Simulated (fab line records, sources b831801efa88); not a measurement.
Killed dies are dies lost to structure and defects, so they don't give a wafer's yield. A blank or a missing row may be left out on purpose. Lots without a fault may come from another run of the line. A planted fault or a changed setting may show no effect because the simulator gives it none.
Which tool did it? | flow gf180mcu | 24 lots, 72 wafers sampled, at 6 steps of a route of 602

WHAT THE GAUGES READ, wafer by wafer
GF_M3_CD_MEAS_14: target cd 280 nm. Usual: cd_nm 280.4 nm, standard deviation 1.3.
lot  | measured     | on        | cd_nm (nm)        | flag
L074 | day 21 12:37 | cd_sem-02 | 281.0 278.4 278.6 |
L075 | day 21 20:14 | cd_sem-01 | 280.8 278.8 280.4 |
L076 | day 22 01:22 | cd_sem-02 | 283.6 282.5 282.4 |
L077 | day 22 09:42 | cd_sem-01 | 281.7 281.0 283.9 |
L078 | day 22 21:41 | cd_sem-02 | 281.0 281.5 281.5 |
L079 | day 23 02:59 | cd_sem-02 | 282.8 282.2 281.3 |
L080 | day 23 10:46 | cd_sem-01 | 279.2 279.5 278.3 |
L081 | day 24 00:28 | cd_sem-01 | 279.1 280.5 281.2 |
L082 | day 24 07:51 | cd_sem-01 | 279.5 279.2 278.8 |
L083 | day 24 13:29 | cd_sem-01 | 281.6 282.6 282.2 |
L084 | day 25 05:58 | cd_sem-01 | 280.3 280.3 281.1 |
L085 | day 25 11:30 | cd_sem-01 | 279.7 280.0 279.3 |
L086 | day 25 19:11 | cd_sem-02 | 281.3 280.8 279.4 |
L087 | day 26 01:13 | cd_sem-01 | 279.8 280.7 279.7 |
L088 | day 26 10:01 | cd_sem-02 | 279.2 279.9 280.0 |
L089 | day 26 16:46 | cd_sem-01 | 280.7 280.7 279.9 |
L090 | day 26 21:40 | cd_sem-02 | 278.8 279.4 280.0 |
L091 | day 27 06:22 | cd_sem-01 | 280.8 281.2 280.3 |
L092 | day 27 13:29 | cd_sem-02 | 280.7 280.3 280.8 |
L093 | day 27 18:52 | cd_sem-02 | 278.5 277.7 277.5 |
L094 | day 28 07:20 | cd_sem-02 | 280.4 281.9 281.2 |
L095 | day 28 10:58 | cd_sem-01 | 282.3 281.3 281.1 |
L096 | day 28 22:31 | cd_sem-01 | 279.4 280.8 280.9 |
L097 | day 29 05:56 | cd_sem-02 | 280.3 279.8 281.3 |

GF_TOP_METAL_CD_MEAS_14: target cd 440 nm. Usual: cd_nm 440.4 nm, standard deviation 2.6.
lot  | measured     | on        | cd_nm (nm)        | flag
L074 | day 28 07:06 | cd_sem-02 | 442.6 442.8 445.0 |
L075 | day 28 13:13 | cd_sem-02 | 440.4 440.5 439.5 |
L076 | day 28 17:08 | cd_sem-02 | 435.6 438.0 435.6 |
L077 | day 28 23:01 | cd_sem-02 | 439.2 439.3 438.9 |
L078 | day 29 10:07 | cd_sem-01 | 437.3 437.0 436.9 |
L079 | day 29 16:02 | cd_sem-02 | 442.2 441.6 441.0 |
L080 | day 29 20:47 | cd_sem-01 | 440.8 438.6 442.3 |
L081 | day 30 07:46 | cd_sem-01 | 444.8 444.4 441.2 |
L082 | day 30 13:28 | cd_sem-02 | 442.6 446.5 443.2 |
L083 | day 30 20:49 | cd_sem-02 | 434.3 439.0 438.0 |
L084 | day 31 09:14 | cd_sem-01 | 443.1 444.7 441.4 |
L085 | day 31 12:15 | cd_sem-01 | 441.3 441.2 441.1 |
L086 | day 31 18:30 | cd_sem-01 | 442.0 442.3 441.0 |
L087 | day 32 00:19 | cd_sem-02 | 439.0 435.6 438.5 |
L088 | day 32 08:29 | cd_sem-02 | 439.8 437.2 439.3 |
L089 | day 32 12:28 | cd_sem-02 | 438.6 439.8 442.4 |
L090 | day 32 16:58 | cd_sem-01 | 441.8 443.9 444.3 |
L091 | day 33 04:45 | cd_sem-02 | 437.0 438.6 439.1 |
L092 | day 33 07:44 | cd_sem-02 | 438.8 437.9 436.7 |
L093 | day 33 08:33 | cd_sem-02 | 444.5 441.2 445.8 |
L094 | day 33 17:19 | cd_sem-02 | 437.0 437.1 439.3 |
L095 | day 33 22:16 | cd_sem-02 | 440.8 442.1 441.3 |
L096 | day 34 06:53 | cd_sem-01 | 438.6 437.8 438.5 |
L097 | day 34 11:36 | cd_sem-01 | 442.5 442.7 444.8 |

WHICH TOOL RAN EACH LOT (tool, then ch and the chambers of the sampled wafers, then the start)
lot  | GF_M2_SPUTTER_00             | GF_V2_SPUTTER_21             | GF_M5_STRIP_11                       | GF_TOP_METAL_SPUTTER_00
L074 | pvd_sputter-04, day 18 08:42 | pvd_sputter-04, day 20 11:26 | plasma_asher-03 ch 0, day 26 11:13   | pvd_sputter-03, day 27 10:22
L075 | pvd_sputter-02, day 18 17:19 | pvd_sputter-02, day 20 19:43 | plasma_asher-03 ch 0,1, day 26 18:00 | pvd_sputter-03, day 27 17:22
L076 | pvd_sputter-02, day 18 21:51 | pvd_sputter-04, day 21 00:37 | plasma_asher-02 ch 0,1, day 26 22:26 | pvd_sputter-03, day 27 21:31
L077 | pvd_sputter-03, day 19 06:11 | pvd_sputter-04, day 21 09:22 | plasma_asher-03 ch 0,1, day 27 06:02 | pvd_sputter-03, day 28 04:01
L078 | pvd_sputter-04, day 19 19:44 | pvd_sputter-02, day 21 21:42 | plasma_asher-02 ch 0,1, day 27 16:50 | pvd_sputter-03, day 28 15:12
L079 | pvd_sputter-02, day 20 00:23 | pvd_sputter-02, day 22 03:08 | plasma_asher-04 ch 0,1, day 27 23:00 | pvd_sputter-02, day 28 20:25
L080 | pvd_sputter-04, day 20 09:02 | pvd_sputter-02, day 22 11:10 | plasma_asher-02 ch 0,1, day 28 03:44 | pvd_sputter-04, day 29 01:28
L081 | pvd_sputter-03, day 20 23:43 | pvd_sputter-04, day 23 01:07 | plasma_asher-02 ch 0,1, day 28 16:03 | pvd_sputter-04, day 29 13:02
L082 | pvd_sputter-03, day 21 07:44 | pvd_sputter-01, day 23 09:08 | plasma_asher-02 ch 0,1, day 28 21:07 | pvd_sputter-02, day 29 18:38
L083 | pvd_sputter-04, day 21 12:53 | pvd_sputter-02, day 23 13:56 | plasma_asher-04 ch 0,1, day 29 04:31 | pvd_sputter-02, day 30 01:46
L084 | pvd_sputter-03, day 22 06:04 | pvd_sputter-01, day 24 06:29 | plasma_asher-04 ch 0,1, day 29 18:03 | pvd_sputter-04, day 30 15:21
L085 | pvd_sputter-02, day 22 13:34 | pvd_sputter-01, day 24 12:29 | plasma_asher-02 ch 0,1, day 29 21:16 | pvd_sputter-03, day 30 18:24
L086 | pvd_sputter-02, day 22 21:07 | pvd_sputter-01, day 24 20:30 | plasma_asher-04 ch 0,1, day 30 04:17 | pvd_sputter-02, day 31 01:16
L087 | pvd_sputter-04, day 23 03:30 | pvd_sputter-01, day 25 02:57 | plasma_asher-02 ch 0,1, day 30 09:53 | pvd_sputter-03, day 31 06:29
L088 | pvd_sputter-04, day 23 13:43 | pvd_sputter-02, day 25 11:58 | plasma_asher-04 ch 0,1, day 30 18:23 | pvd_sputter-02, day 31 15:01
L089 | pvd_sputter-03, day 23 20:29 | pvd_sputter-01, day 25 19:07 | plasma_asher-03 ch 0,1, day 30 22:47 | pvd_sputter-03, day 31 19:07
L090 | pvd_sputter-02, day 24 01:08 | pvd_sputter-04, day 25 23:26 | plasma_asher-03 ch 0,1, day 31 03:55 | pvd_sputter-02, day 32 00:13
L091 | pvd_sputter-02, day 24 10:32 | pvd_sputter-01, day 26 08:05 | plasma_asher-04 ch 0,1, day 31 11:04 | pvd_sputter-03, day 32 07:17
L092 | pvd_sputter-03, day 24 19:09 | pvd_sputter-01, day 26 16:20 | plasma_asher-02 ch 0, day 31 20:58   | pvd_sputter-03, day 32 16:04
L093 | pvd_sputter-03, day 25 00:23 | pvd_sputter-01, day 26 21:41 | plasma_asher-03 ch 0,1, day 31 21:38 | pvd_sputter-03, day 32 17:19
L094 | pvd_sputter-03, day 25 13:22 | pvd_sputter-04, day 27 09:59 | plasma_asher-03 ch 0,1, day 32 08:11 | pvd_sputter-02, day 33 02:22
L095 | pvd_sputter-03, day 25 19:28 | pvd_sputter-02, day 27 14:43 | plasma_asher-04 ch 0,1, day 32 12:53 | pvd_sputter-02, day 33 06:43
L096 | pvd_sputter-02, day 26 07:40 | pvd_sputter-02, day 28 03:02 | plasma_asher-04 ch 0,1, day 32 22:17 | pvd_sputter-04, day 33 15:43
L097 | pvd_sputter-02, day 26 14:55 | pvd_sputter-01, day 28 10:10 | plasma_asher-03 ch 0,1, day 33 03:07 | pvd_sputter-03, day 33 20:55
- GF_M2_SPUTTER_00: material Ti, target thk 37.5 nm, time 150 s.
- GF_V2_SPUTTER_21: material Ti, target thk 15 nm, time 80.02 s.
- GF_M5_STRIP_11: strips in O2/N2.
- GF_TOP_METAL_SPUTTER_00: material Ti, target thk 37.5 nm, time 150 s.

WHAT THE TOOLS THEMSELVES READ (means of the sampled wafers that have a number; where no wafer has one, the mark that the record gives instead)
GF_M2_SPUTTER_00. Usual: throttle_valve_pct 30.2 %, standard deviation 0.97.
lot  | tool           | throttle_valve_pct (%) | flag
L074 | pvd_sputter-04 | 30.0                   |
L075 | pvd_sputter-02 | 29.8                   |
L076 | pvd_sputter-02 | 30.3                   |
L077 | pvd_sputter-03 | 29.8                   |
L078 | pvd_sputter-04 | 29.5                   |
L079 | pvd_sputter-02 | 30.2                   |
L080 | pvd_sputter-04 | 30.6                   |
L081 | pvd_sputter-03 | 30.4                   |
L082 | pvd_sputter-03 | 29.7                   |
L083 | pvd_sputter-04 | 30.3                   |
L084 | pvd_sputter-03 | 29.7                   |
L085 | pvd_sputter-02 | 30.3                   |
L086 | pvd_sputter-02 | 30.2                   |
L087 | pvd_sputter-04 | 29.9                   |
L088 | pvd_sputter-04 | 29.2                   |
L089 | pvd_sputter-03 | 30.8                   |
L090 | pvd_sputter-02 | 30.4                   |
L091 | pvd_sputter-02 | 30.2                   |
L092 | pvd_sputter-03 | 29.7                   |
L093 | pvd_sputter-03 | 30.2                   |
L094 | pvd_sputter-03 | 29.7                   |
L095 | pvd_sputter-03 | 30.8                   |
L096 | pvd_sputter-02 | 29.7                   |
L097 | pvd_sputter-02 | 30.3                   |

GF_V2_SPUTTER_21. Usual: throttle_valve_pct 30.1 %, standard deviation 1.
lot  | tool           | throttle_valve_pct (%) | flag
L074 | pvd_sputter-04 | 31.1                   |
L075 | pvd_sputter-02 | 30.4                   |
L076 | pvd_sputter-04 | 29.9                   |
L077 | pvd_sputter-04 | 30.0                   |
L078 | pvd_sputter-02 | 29.9                   |
L079 | pvd_sputter-02 | 29.4                   |
L080 | pvd_sputter-02 | 29.7                   |
L081 | pvd_sputter-04 | 30.8                   |
L082 | pvd_sputter-01 | 29.9                   |
L083 | pvd_sputter-02 | 30.4                   |
L084 | pvd_sputter-01 | 30.7                   |
L085 | pvd_sputter-01 | 30.6                   |
L086 | pvd_sputter-01 | 29.6                   |
L087 | pvd_sputter-01 | 30.6                   |
L088 | pvd_sputter-02 | 30.1                   |
L089 | pvd_sputter-01 | 28.9                   |
L090 | pvd_sputter-04 | 29.5                   |
L091 | pvd_sputter-01 | 29.9                   |
L092 | pvd_sputter-01 | 30.0                   |
L093 | pvd_sputter-01 | 29.5                   |
L094 | pvd_sputter-04 | 30.3                   |
L095 | pvd_sputter-02 | 30.4                   |
L096 | pvd_sputter-02 | 30.1                   |
L097 | pvd_sputter-01 | 30.5                   |

GF_M5_STRIP_11. Usual: drypump_motor_current_A 5.6 A, standard deviation 0.46; heater_power_w 326 W, standard deviation 26; oes_product_au 0.545 a.u., standard deviation 0.0053; platen_temp_c 250.00 C, standard deviation 0.19; strip_time_to_endpoint_s 7.57 s, standard deviation 0.045.
lot  | tool            | drypump_motor_current_A (A) | heater_power_w (W) | oes_product_au (a.u.) | platen_temp_c (C) | strip_time_to_endpoint_s (s) | flag
L074 | plasma_asher-03 | 6.1                         | 277                | 0.541                 | 249.85            | 7.54                         |
L075 | plasma_asher-03 | 6.0                         | 299                | 0.544                 | 249.99            | 7.54                         |
L076 | plasma_asher-02 | 5.2                         | 337                | 0.540                 | 249.76            | 7.47                         |
L077 | plasma_asher-03 | 5.9                         | 312                | 0.537                 | 250.07            | 7.50                         |
L078 | plasma_asher-02 | 5.1                         | 348                | 0.546                 | 250.02            | 7.58                         |
L079 | plasma_asher-04 | 6.0                         | 326                | 0.543                 | 250.15            | 7.56                         |
L080 | plasma_asher-02 | 5.1                         | 346                | 0.548                 | 250.03            | 7.58                         |
L081 | plasma_asher-02 | 5.1                         | 353                | 0.549                 | 249.93            | 7.56                         |
L082 | plasma_asher-02 | 5.2                         | 329                | 0.547                 | 249.95            | 7.61                         |
L083 | plasma_asher-04 | 5.7                         | 334                | 0.547                 | 249.90            | 7.53                         |
L084 | plasma_asher-04 | 5.7                         | 329                | 0.542                 | 250.02            | 7.57                         |
L085 | plasma_asher-02 | 5.2                         | 332                | 0.543                 | 250.11            | 7.55                         |
L086 | plasma_asher-04 | 6.0                         | 324                | 0.546                 | 250.13            | 7.62                         |
L087 | plasma_asher-02 | 5.1                         | 343                | 0.539                 | 250.25            | 7.51                         |
L088 | plasma_asher-04 | 6.0                         | 318                | 0.546                 | 250.01            | 7.57                         |
L089 | plasma_asher-03 | 5.8                         | 316                | 0.555                 | 250.04            | 7.60                         |
L090 | plasma_asher-03 | 5.9                         | 322                | 0.547                 | 249.83            | 7.57                         |
L091 | plasma_asher-04 | 6.0                         | 321                | 0.542                 | 249.99            | 7.60                         |
L092 | plasma_asher-02 | 5.3                         | 318                | 0.547                 | 250.07            | 7.58                         |
L093 | plasma_asher-03 | 6.0                         | 299                | 0.550                 | 249.95            | 7.65                         |
L094 | plasma_asher-03 | 5.9                         | 318                | 0.544                 | 249.83            | 7.59                         |
L095 | plasma_asher-04 | 5.9                         | 323                | 0.545                 | 250.05            | 7.57                         |
L096 | plasma_asher-04 | 6.0                         | 324                | 0.545                 | 250.05            | 7.55                         |
L097 | plasma_asher-03 | 5.9                         | 321                | 0.548                 | 250.04            | 7.55                         |

GF_TOP_METAL_SPUTTER_00. Usual: throttle_valve_pct 30.2 %, standard deviation 1.
lot  | tool           | throttle_valve_pct (%) | flag
L074 | pvd_sputter-03 | 30.0                   |
L075 | pvd_sputter-03 | 30.8                   |
L076 | pvd_sputter-03 | 29.8                   |
L077 | pvd_sputter-03 | 29.9                   |
L078 | pvd_sputter-03 | 29.7                   |
L079 | pvd_sputter-02 | 30.2                   |
L080 | pvd_sputter-04 | 29.8                   |
L081 | pvd_sputter-04 | 29.6                   |
L082 | pvd_sputter-02 | 30.5                   |
L083 | pvd_sputter-02 | 29.8                   |
L084 | pvd_sputter-04 | 30.6                   |
L085 | pvd_sputter-03 | 29.7                   |
L086 | pvd_sputter-02 | 29.8                   |
L087 | pvd_sputter-03 | 29.8                   |
L088 | pvd_sputter-02 | 30.0                   |
L089 | pvd_sputter-03 | 30.1                   |
L090 | pvd_sputter-02 | 30.4                   |
L091 | pvd_sputter-03 | 30.9                   |
L092 | pvd_sputter-03 | 32.0                   |
L093 | pvd_sputter-03 | 30.8                   |
L094 | pvd_sputter-02 | 30.3                   |
L095 | pvd_sputter-02 | 30.5                   |
L096 | pvd_sputter-04 | 30.2                   |
L097 | pvd_sputter-03 | 29.8                   |

THE ANSWER, worked out from the rows above alone
Rule: a lot is off if the mean of its wafers that have a number lies more than 3 standard deviations from the usual mean. A lot without any number at a reading at which 4 lots or more have one is off too. The other lots that the step has rows for count as sound. The gauges are gone through in route order, then the tools' own readings, and for those a lot's mean is taken as printed above. The first step at which some lot is off is used, and at that step the reading that is off furthest; a lot without a number counts as furthest.
No lot is off at any reading shown: from this, nothing can be told.

WHAT THE SIMULATOR HAD PUT IN
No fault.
